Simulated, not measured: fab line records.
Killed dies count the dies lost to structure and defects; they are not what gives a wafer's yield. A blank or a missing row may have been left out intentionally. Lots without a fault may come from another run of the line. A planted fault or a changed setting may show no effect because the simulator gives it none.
fab line records -- flow sky130
record: lots: 12, wafers: 36, last_day: 50
route steps=708 shown VIA4@656 METAL5@663 PASSIVATION@682 PAD_OPEN@708
lots that met no fault: from a run of the same line without faults
start_h: hours from the record's opening day to when the first of the lot's shown wafers began -- wait_h: hours since the lot's step before -- " same as the row above -- L1.1+2: a single row standing in for several wafers -- - either no value or no given start -- * or withheld: withheld -- < > ~ a bound
route shown NAME@n: names a module that has steps shown in the file, with the first one's number in the route -- usual: the fault-free wafers' mean and standard deviation -- same: alike in all rows -- chamber/n: place in a boat -- sites: the reading at each site -- _std_site: the values' standard deviation -- _edge_site: outer sites' mean less inner sites' -- radius_mm: how far each site lies from the wafer's centre -- mask NAME#n: copy n -- behind: the most recent tool/chamber to have shaped the wafer -- hold: what put the lot on hold/how long, in hours/how the hold closed -- device: transistor that didn't switch, given as n, p or np -- end of line: the tests these same wafers got at the end of their route -- a step without rows: its recipe alone -- killed: dies that structure and defects cost at the first sort, which is not the same as the wafer's yield -- map: the dies of a wafer, with x for killed, . for not killed, _ for no die there
set.NAME: the setting the step ran with; set.NAME@STEP: the setting that earlier step ran with -- model.NAME: the simulator's own value behind a step, which no gauge read
a sample of lots followed through the steps of the route, with each step as a table and each wafer as a row
services: from which hour (start_h, from the record's first day; less than 0 if before it) a tool's chamber was out of use, for how many hours, and why
== steps ==
step: SKY_VIA4_SPUTTER_17
recipe: material: TiN, target_thk_nm: 20, chamber_pressure_pa: 5, power_w: 4000, time_s: 80
usual: throttle_valve_pct: 30.2/1.2
lot.wafer,tool,chamber,start_h,wait_h,throttle_valve_pct
L298.2,pvd_sputter-02,-,1004.63,0.0,29.5
L298.3,pvd_sputter-02,-,1004.63,0.0,28.2
L298.6,pvd_sputter-02,-,1004.63,0.0,27.9
L299.3,pvd_sputter-04,-,1013.14,0.0,30.1
L299.5,pvd_sputter-04,-,1013.14,0.0,32.2
L299.6,pvd_sputter-04,-,1013.14,0.0,30.0
L300.1,pvd_sputter-04,-,1021.25,0.0,29.9
L300.3,pvd_sputter-04,-,1021.25,0.0,30.5
L300.4,pvd_sputter-04,-,1021.25,0.0,32.5
L303.2,pvd_sputter-04,-,1030.23,0.0,30.0
L303.3,pvd_sputter-04,-,1030.23,0.0,32.3
L303.6,pvd_sputter-04,-,1030.23,0.0,32.4
L302.3,pvd_sputter-04,-,1033.54,0.0,32.4
L302.4,pvd_sputter-04,-,1033.54,0.0,32.3
L302.5,pvd_sputter-04,-,1033.54,0.0,30.2
L305.2,pvd_sputter-04,-,1045.67,0.0,30.6
L305.3,pvd_sputter-04,-,1045.67,0.0,32.4
L305.6,pvd_sputter-04,-,1045.67,0.0,30.1
L304.2,pvd_sputter-04,-,1050.23,0.0,30.1
L304.3,pvd_sputter-04,-,1050.23,0.0,30.3
L304.4,pvd_sputter-04,-,1050.23,0.0,32.7
L306.2,pvd_sputter-04,-,1058.68,0.0,32.4
L306.3,pvd_sputter-04,-,1058.68,0.0,30.2
L306.5,pvd_sputter-04,-,1058.68,0.0,30.3
L310.3,pvd_sputter-04,-,1083.49,0.0,30.5
L310.5,pvd_sputter-04,-,1083.49,0.0,32.7
L310.6,pvd_sputter-04,-,1083.49,0.0,30.1
L314.1,pvd_sputter-04,-,1102.33,0.0,32.6
L314.2,pvd_sputter-04,-,1102.33,0.0,29.3
L314.4,pvd_sputter-04,-,1102.33,0.0,30.4
L317.1,pvd_sputter-02,-,1124.97,0.0,27.9
L317.5,pvd_sputter-02,-,1124.97,0.0,28.1
L317.6,pvd_sputter-02,-,1124.97,0.0,29.6
L321.2,pvd_sputter-03,-,1140.22,0.0,31.7
L321.4,pvd_sputter-03,-,1140.22,0.0,30.0
L321.5,pvd_sputter-03,-,1140.22,0.0,29.6
step: SKY_VIA4_CMP_21
recipe: stop_on: SiO2, t_overpolish_s: 25, down_force_psi: 3.5, platen_rpm: 60, target_thk_nm: 0, pad_velocity_m_s: 0.94248
usual: head_pressure_psi: 3.500/0.007, motor_current_A: 10.7/0.69, overpolish_run_s: 25.000/0.0095, time_to_endpoint_s: 121/3.5
same: t_overpolish_s: 25
lot.wafer,tool,chamber,start_h,wait_h,head_pressure_psi,motor_current_A,overpolish_run_s,time_to_endpoint_s
L298.3,cmp-02,2,1005.02,0.0,3.490,11.3,25.014,127
L298.2,cmp-02,1,1005.02,0.0,3.501,11.9,25.007,125
L298.6,cmp-02,2,1005.02,0.0,3.492,11.0,24.997,126
L299.3,cmp-01,1,1013.68,0.2,3.492,10.6,24.998,118
L299.5,cmp-01,2,1013.68,0.2,3.507,12.3,25.003,118
L299.6,cmp-01,3,1013.68,0.2,3.503,10.9,25.019,118
L300.4,cmp-01,1,1021.65,0.0,3.501,10.6,25.007,126
L300.1,cmp-01,3,1021.65,0.0,3.497,10.6,24.999,120
L300.3,cmp-01,0,1021.65,0.0,3.507,9.9,25.001,125
L303.2,cmp-01,0,1030.88,0.3,3.507,10.1,25.002,126
L303.3,cmp-01,1,1030.88,0.3,3.506,10.8,24.991,122
L303.6,cmp-01,2,1030.88,0.3,3.502,11.7,24.985,117
L302.4,cmp-02,2,1034.14,0.1,3.499,11.3,24.981,127
L302.3,cmp-02,0,1034.14,0.1,3.492,9.8,24.997,127
L302.5,cmp-02,1,1034.14,0.1,3.495,11.0,24.993,124
L305.2,cmp-01,2,1046.06,0.0,3.498,11.6,25.005,119
L305.3,cmp-01,3,1046.06,0.0,3.501,11.0,25.012,117
L305.6,cmp-01,2,1046.06,0.0,3.495,11.6,24.993,120
L304.3,cmp-02,1,1050.62,0.0,3.488,11.6,24.992,129
L304.4,cmp-02,2,1050.62,0.0,3.508,11.1,25.010,120
L304.2,cmp-02,3,1050.62,0.0,3.503,9.9,25.002,125
L306.2,cmp-02,2,1059.07,0.0,3.503,11.2,25.011,122
L306.3,cmp-02,3,1059.07,0.0,3.500,10.1,24.986,122
L306.5,cmp-02,3,1059.07,0.0,3.498,10.0,24.991,125
L310.3,cmp-01,3,1084.18,0.2,3.500,10.0,25.006,124
L310.5,cmp-01,0,1084.18,0.2,3.506,10.4,25.002,123
L310.6,cmp-01,1,1084.18,0.2,3.504,10.0,25.008,122
L314.1,cmp-01,3,1102.73,0.1,3.513,11.3,24.998,119
L314.2,cmp-01,1,1102.73,0.1,3.490,9.8,24.989,120
L314.4,cmp-01,2,1102.73,0.1,3.499,11.6,25.008,120
L317.1,cmp-01,1,1125.53,0.2,3.519,10.3,25.000,119
L317.6,cmp-01,1,1125.53,0.2,3.519,10.5,25.008,116
L317.5,cmp-01,2,1125.53,0.2,3.507,11.6,25.027,118
L321.4,cmp-01,3,1140.67,0.1,3.508,10.8,24.990,118
L321.2,cmp-01,1,1140.67,0.1,3.509,11.2,24.993,121
L321.5,cmp-01,3,1140.67,0.1,3.506,10.5,25.017,121
step: SKY_METAL5_SPUTTER_02
recipe: material: AlCu, target_thk_nm: 1150, power_w: 10600, time_s: 61.2, chamber_pressure_pa: 0.4
usual: throttle_valve_pct: 29.5/0.89
lot.wafer,tool,chamber,start_h,wait_h,throttle_valve_pct
L298.2,pvd_sputter-02,-,1005.37,0.0,29.6
L298.3,pvd_sputter-02,-,1005.37,0.0,28.2
L298.6,pvd_sputter-02,-,1005.37,0.0,29.5
L299.3,pvd_sputter-03,-,1013.88,0.0,30.3
L299.5,pvd_sputter-03,-,1013.88,0.0,29.7
L299.6,pvd_sputter-03,-,1013.88,0.0,31.4
L300.1,pvd_sputter-03,-,1021.99,0.0,29.5
L300.3,pvd_sputter-03,-,1021.99,0.0,30.2
L300.4,pvd_sputter-03,-,1021.99,0.0,29.4
L303.2,pvd_sputter-03,-,1031.13,0.0,31.4
L303.3,pvd_sputter-03,-,1031.13,0.0,30.4
L303.6,pvd_sputter-03,-,1031.13,0.0,30.3
L302.3,pvd_sputter-01,-,1034.44,0.0,30.4
L302.4,pvd_sputter-01,-,1034.44,0.0,29.5
L302.5,pvd_sputter-01,-,1034.44,0.0,29.5
L305.2,pvd_sputter-03,-,1046.41,0.0,29.7
L305.3,pvd_sputter-03,-,1046.41,0.0,30.5
L305.6,pvd_sputter-03,-,1046.41,0.0,29.8
L304.2,pvd_sputter-03,-,1050.97,0.0,30.2
L304.3,pvd_sputter-03,-,1050.97,0.0,29.4
L304.4,pvd_sputter-03,-,1050.97,0.0,29.6
L306.2,pvd_sputter-01,-,1059.42,0.0,30.0
L306.3,pvd_sputter-01,-,1059.42,0.0,28.3
L306.5,pvd_sputter-01,-,1059.42,0.0,30.5
L310.3,pvd_sputter-02,-,1084.38,0.0,28.3
L310.5,pvd_sputter-02,-,1084.38,0.0,28.2
L310.6,pvd_sputter-02,-,1084.38,0.0,29.3
L314.1,pvd_sputter-02,-,1103.08,0.0,29.4
L314.2,pvd_sputter-02,-,1103.08,0.0,28.7
L314.4,pvd_sputter-02,-,1103.08,0.0,29.9
L317.1,pvd_sputter-01,-,1125.88,0.0,28.4
L317.5,pvd_sputter-01,-,1125.88,0.0,29.8
L317.6,pvd_sputter-01,-,1125.88,0.0,30.4
L321.2,pvd_sputter-02,-,1140.97,0.0,29.6
L321.4,pvd_sputter-02,-,1140.97,0.0,29.9
L321.5,pvd_sputter-02,-,1140.97,0.0,29.6
step: SKY_PASSIVATION_THK_MEAS_01
recipe: reads: SiO2_of_PASSIVATION_CVD_00
usual: PASSIVATION_CVD_00_THK: 90.7/1
lot.wafer,tool,chamber,start_h,wait_h,PASSIVATION_CVD_00_THK[nm]
L298.2,film_metro-03,-,1029.17,-,89.6
L298.3,film_metro-03,-,1029.17,-,88.9
L298.6,film_metro-03,-,1029.17,-,90.9
L299.3,film_metro-02,-,1037.70,-,90.5
L299.5,film_metro-02,-,1037.70,-,90.9
L299.6,film_metro-02,-,1037.70,-,89.8
L300.1,film_metro-01,-,1045.29,-,90.0
L300.3,film_metro-01,-,1045.29,-,90.0
L300.4,film_metro-01,-,1045.29,-,89.5
L303.2,film_metro-01,-,1054.09,-,90.3
L303.3,film_metro-01,-,1054.09,-,89.2
L303.6,film_metro-01,-,1054.09,-,92.4
L302.3,film_metro-01,-,1057.36,-,90.9
L302.4,film_metro-01,-,1057.36,-,92.7
L302.5,film_metro-01,-,1057.36,-,90.9
L305.2,film_metro-01,-,1070.03,-,89.9
L305.3,film_metro-01,-,1070.03,-,89.6
L305.6,film_metro-01,-,1070.03,-,91.4
L304.2,film_metro-03,-,1073.15,-,89.8
L304.3,film_metro-03,-,1073.15,-,91.1
L304.4,film_metro-03,-,1073.15,-,91.5
L306.2,film_metro-01,-,1081.04,-,90.2
L306.3,film_metro-01,-,1081.04,-,90.6
L306.5,film_metro-01,-,1081.04,-,91.7
L310.3,film_metro-03,-,1105.85,-,91.5
L310.5,film_metro-03,-,1105.85,-,93.2
L310.6,film_metro-03,-,1105.85,-,90.2
L314.1,film_metro-01,-,1123.95,-,90.3
L314.2,film_metro-01,-,1123.95,-,89.2
L314.4,film_metro-01,-,1123.95,-,91.4
L317.1,film_metro-03,-,1145.25,-,90.4
L317.5,film_metro-03,-,1145.25,-,92.0
L317.6,film_metro-03,-,1145.25,-,91.9
L321.2,film_metro-03,-,1159.84,-,90.3
L321.4,film_metro-03,-,1159.84,-,92.3
L321.5,film_metro-03,-,1159.84,-,91.4
step: SKY_PAD_OPEN_PROBE_99
usual: defect_limited_yield: 82.6/1.9, killed_at_M0_to_M3: 43/7, killed_at_M4_up: 3.1/2, killed_at_contacts: 24/5.3, killed_at_front_end: 15/4.2, killed_at_other: 0.4/0.66, killed_dies: 86/9.5, killed_open: 47/7.4, killed_short: 38/6.2, sort_bin_3_pad_short: 0.9/0.44, sort_bin_5_function: 10.2/1.4, sort_bin_6_memory: 6.4/1.1, sort_n_pass: 406/9.5, sort_yield_pct: 82.6/1.9
same: gross_dies: 492, killed_at_back_side: 0, sort_bin_4_leakage[%]: 0, sort_bin_8_speed[%]: 0
lot.wafer,tool,chamber,start_h,wait_h,defect_limited_yield[%],killed_at_M0_to_M3,killed_at_M4_up,killed_at_contacts,killed_at_front_end,killed_at_other,killed_dies,killed_open,killed_short,sort_bin_3_pad_short[%],sort_bin_5_function[%],sort_bin_6_memory[%],sort_n_pass,sort_yield_pct[%]
L303.2,prober-01,-,1098.44,0.1,81.3,39,3,36,14,0,92,50,42,0.8,10.8,7.1,400,81.3
L303.3,prober-01,-,1098.49,0.2,78.7,52,1,33,19,0,105,50,55,1.4,13.2,6.7,387,78.7
L303.6,prober-01,-,1098.64,0.2,84.8,41,2,21,11,0,75,44,31,0.4,9.8,5.1,417,84.8
L302.3,prober-02,-,1101.80,0.2,81.7,50,5,20,15,0,90,50,40,1.6,9.8,6.9,402,81.7
L302.4,prober-02,-,1101.85,0.2,79.9,46,6,23,24,0,99,50,48,1.2,12.2,6.7,393,79.9
L302.5,prober-02,-,1101.90,0.2,82.7,48,4,22,10,1,85,44,41,0.4,10.6,6.3,407,82.7
L310.3,prober-02,-,1147.19,0.2,69.3,35,63,39,14,0,151,52,39,4.7,19.1,6.9,341,69.3
L310.5,prober-02,-,1147.29,0.2,70.5,38,70,19,18,0,145,42,39,5.1,17.1,7.3,347,70.5
L310.6,prober-02,-,1147.34,0.2,71.1,32,71,23,16,0,142,41,32,3.3,19.9,5.7,350,71.1
L314.1,prober-02,-,1162.03,0.1,71.1,41,63,25,11,2,142,44,35,5.1,15.9,7.9,350,71.1
L314.2,prober-02,-,1162.08,0.1,72.4,37,62,20,14,3,136,38,36,4.7,16.7,6.3,356,72.4
L314.4,prober-02,-,1162.18,0.2,65.9,50,60,36,21,1,168,68,44,5.1,18.3,10.8,324,65.9
L317.1,prober-01,-,1181.72,0.1,82.1,47,6,21,14,0,88,42,46,1.0,10.0,6.9,404,82.1
L317.5,prober-01,-,1181.92,0.2,81.5,45,4,30,12,0,91,61,30,0.4,11.6,6.5,401,81.5
L317.6,prober-01,-,1181.97,0.2,80.1,52,3,22,20,1,98,49,49,1.2,11.6,7.1,394,80.1
L321.2,prober-01,-,1194.86,0.1,84.8,38,1,27,9,0,75,38,37,0.4,9.1,5.7,417,84.8
L321.4,prober-01,-,1194.96,0.2,83.5,37,1,28,12,3,81,40,40,0.2,10.8,5.5,411,83.5
L321.5,prober-01,-,1195.01,0.2,85.8,35,4,17,13,1,70,30,38,1.0,8.3,4.9,422,85.8
killed by level:class
L303.2 LI_CONTACT:geometric_particle:open=14 CONTACT:geometric_particle:short=9 CONTACT:geometric_particle:open=9 VIA2:geometric_particle:open=8 VIA1:geometric_particle:open=7 VIA1:geometric_particle:short=5 FIELD_ISO:geometric_particle:short=4 POLY_GATE:geometric_particle:short=4
L303.3 VIA1:geometric_particle:short=12 VIA1:geometric_particle:open=12 POLY_GATE:geometric_particle:open=8 LI_CONTACT:geometric_particle:open=8 CONTACT:geometric_particle:short=8 CONTACT:geometric_particle:open=8 METAL2:geometric_particle:short=6 FIELD_ISO:geometric_particle:short=5
L303.6 CONTACT:geometric_particle:open=10 VIA1:geometric_particle:short=9 VIA1:geometric_particle:open=8 LI_CONTACT:geometric_particle:open=6 POLY_GATE:geometric_particle:open=5 VIA2:geometric_particle:open=5 VIA3:geometric_particle:open=4 CONTACT:geometric_particle:short=4
L302.3 VIA1:geometric_particle:open=14 CONTACT:geometric_particle:open=9 VIA1:geometric_particle:short=9 VIA2:geometric_particle:open=8 FIELD_ISO:geometric_particle:open=5 CONTACT:geometric_particle:short=5 VIA3:geometric_particle:open=5 FIELD_ISO:geometric_particle:short=4
L302.4 VIA2:geometric_particle:open=10 POLY_GATE:geometric_particle:short=7 VIA1:geometric_particle:open=7 CONTACT:geometric_particle:short=6 POLY_GATE:geometric_particle:open=6 METAL2:geometric_particle:short=6 FIELD_ISO:geometric_particle:short=5 LI_CONTACT:geometric_particle:open=5
L302.5 VIA1:geometric_particle:open=13 VIA2:geometric_particle:open=7 VIA3:geometric_particle:open=7 METAL2:geometric_particle:short=6 LI_CONTACT:geometric_particle:open=5 LOCAL_INTERCONNECT:geometric_particle:short=5 CONTACT:geometric_particle:short=4 CONTACT:geometric_particle:open=4
L310.3 VIA4:unspecified=60 CONTACT:geometric_particle:open=17 LI_CONTACT:geometric_particle:open=9 VIA1:geometric_particle:open=7 METAL1:geometric_particle:short=6 FIELD_ISO:geometric_particle:short=5 POLY_GATE:geometric_particle:short=5 VIA3:geometric_particle:open=5
L310.5 VIA4:unspecified=64 POLY_GATE:geometric_particle:open=8 CONTACT:geometric_particle:open=7 METAL2:geometric_particle:short=6 VIA2:geometric_particle:open=6 METAL3:geometric_particle:short=6 LI_CONTACT:geometric_particle:open=5 VIA1:geometric_particle:open=5
L310.6 VIA4:unspecified=69 CONTACT:geometric_particle:open=8 VIA1:geometric_particle:open=7 LI_CONTACT:geometric_particle:open=6 METAL2:geometric_particle:short=6 VIA3:geometric_particle:open=6 FIELD_ISO:geometric_particle:short=5 CONTACT:geometric_particle:short=5
L314.1 VIA4:unspecified=61 CONTACT:geometric_particle:open=10 VIA2:geometric_particle:open=9 VIA1:geometric_particle:open=9 METAL2:geometric_particle:short=6 LI_CONTACT:geometric_particle:open=6 FIELD_ISO:geometric_particle:open=5 METAL3:geometric_particle:short=5
L314.2 VIA4:unspecified=60 CONTACT:geometric_particle:open=11 VIA2:geometric_particle:open=8 VIA1:geometric_particle:open=6 LI_CONTACT:geometric_particle:open=5 METAL2:geometric_particle:short=5 METAL1:geometric_particle:short=4 VIA1:geometric_particle:short=4
L314.4 VIA4:unspecified=55 LI_CONTACT:geometric_particle:open=12 CONTACT:geometric_particle:open=10 VIA1:geometric_particle:open=10 FIELD_ISO:geometric_particle:open=8 VIA2:geometric_particle:open=8 CONTACT:geometric_particle:short=7 VIA3:geometric_particle:open=7
L317.1 VIA1:geometric_particle:open=11 LI_CONTACT:geometric_particle:open=10 METAL2:geometric_particle:short=7 VIA2:geometric_particle:open=6 FIELD_ISO:geometric_particle:short=5 VIA2:geometric_particle:short=5 VIA3:geometric_particle:short=5 METAL4:geometric_particle:short=5
L317.5 VIA1:geometric_particle:open=16 CONTACT:geometric_particle:open=14 LI_CONTACT:geometric_particle:open=8 VIA3:geometric_particle:open=8 FIELD_ISO:geometric_particle:open=5 POLY_GATE:geometric_particle:short=4 METAL2:geometric_particle:short=3 LOCAL_INTERCONNECT:geometric_particle:short=3
L317.6 VIA1:geometric_particle:open=15 VIA1:geometric_particle:short=10 CONTACT:geometric_particle:open=8 CONTACT:geometric_particle:short=6 FIELD_ISO:geometric_particle:open=5 METAL2:geometric_particle:short=5 METAL1:geometric_particle:short=4 POLY_GATE:geometric_particle:open=4
L321.2 VIA1:geometric_particle:short=9 CONTACT:geometric_particle:short=7 CONTACT:geometric_particle:open=7 VIA1:geometric_particle:open=6 VIA2:geometric_particle:open=5 LI_CONTACT:geometric_particle:open=5 VIA3:geometric_particle:open=5 METAL2:geometric_particle:short=5
L321.4 VIA1:geometric_particle:open=10 LI_CONTACT:geometric_particle:short=7 CONTACT:geometric_particle:open=7 VIA3:geometric_particle:open=6 LI_CONTACT:geometric_particle:open=5 POLY_GATE:geometric_particle:open=4 METAL1:geometric_particle:short=4 LOCAL_INTERCONNECT:geometric_particle:short=4
L321.5 CONTACT:geometric_particle:open=9 VIA3:geometric_particle:short=7 FIELD_ISO:geometric_particle:short=5 METAL2:geometric_particle:short=5 METAL3:geometric_particle:short=5 POLY_GATE:geometric_particle:open=4 VIA3:geometric_particle:open=4 LI_CONTACT:geometric_particle:short=3
== services ==
tool,chamber,start_h,hours,kind
pvd_sputter-04,-,994.29,6.0,repair
cmp-01,-,995.16,5.8,pm
cmp-02,-,998.95,2.2,repair
cmp-01,-,1002.02,0.8,repair
cmp-01,-,1003.08,4.3,repair
pvd_sputter-02,1,1007.80,-,consumable_replace:kit
pvd_sputter-02,1,1007.80,18.0,scheduled_down
pvd_sputter-02,1,1007.80,18.0,vent_cycle
cmp-01,-,1023.96,0.4,repair
pvd_sputter-04,3,1029.26,-,consumable_replace:kit
pvd_sputter-04,3,1029.26,18.0,scheduled_down
pvd_sputter-04,3,1029.26,18.0,vent_cycle
pvd_sputter-03,-,1070.25,6.2,repair
cmp-02,-,1084.23,4.0,pm
cmp-01,-,1090.79,0.5,repair
cmp-01,-,1090.97,4.5,repair
pvd_sputter-03,3,1107.57,-,consumable_replace:kit
pvd_sputter-03,3,1107.57,18.0,scheduled_down
pvd_sputter-03,3,1107.57,18.0,vent_cycle
cmp-02,-,1115.95,5.6,pm
cmp-02,-,1124.78,2.3,repair
pvd_sputter-01,-,1134.96,0.5,repair
pvd_sputter-02,0,1139.74,-,consumable_replace:kit
pvd_sputter-02,0,1139.74,18.0,scheduled_down
== key ==
first_sign: step: SKY_PAD_OPEN_PROBE_99, reading: killed_at_M4_up, direction: up, sigmas: 32, usual: 3.1, struck: 64.8
effect: step: SKY_PAD_OPEN_PROBE_99, reading: sort_bin_3_pad_short, direction: up, sigmas: 8.6, usual: 0.9, struck: 4.6
met_at SKY_VIA4_SPUTTER_17
struck_lots L310,L314
not_acting_at SKY_VIA4_CMP_21,SKY_METAL5_SPUTTER_02,SKY_PASSIVATION_THK_MEAS_01
onset_between 1058.68 1083.49
fault: kind: chamber_particle_source, tool: pvd_sputter-04, chamber: -, onset_h: 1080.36, steps: SKY_VIA4_SPUTTER_17, rate_per_visit_cm2: 1.4946, end_h: 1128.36
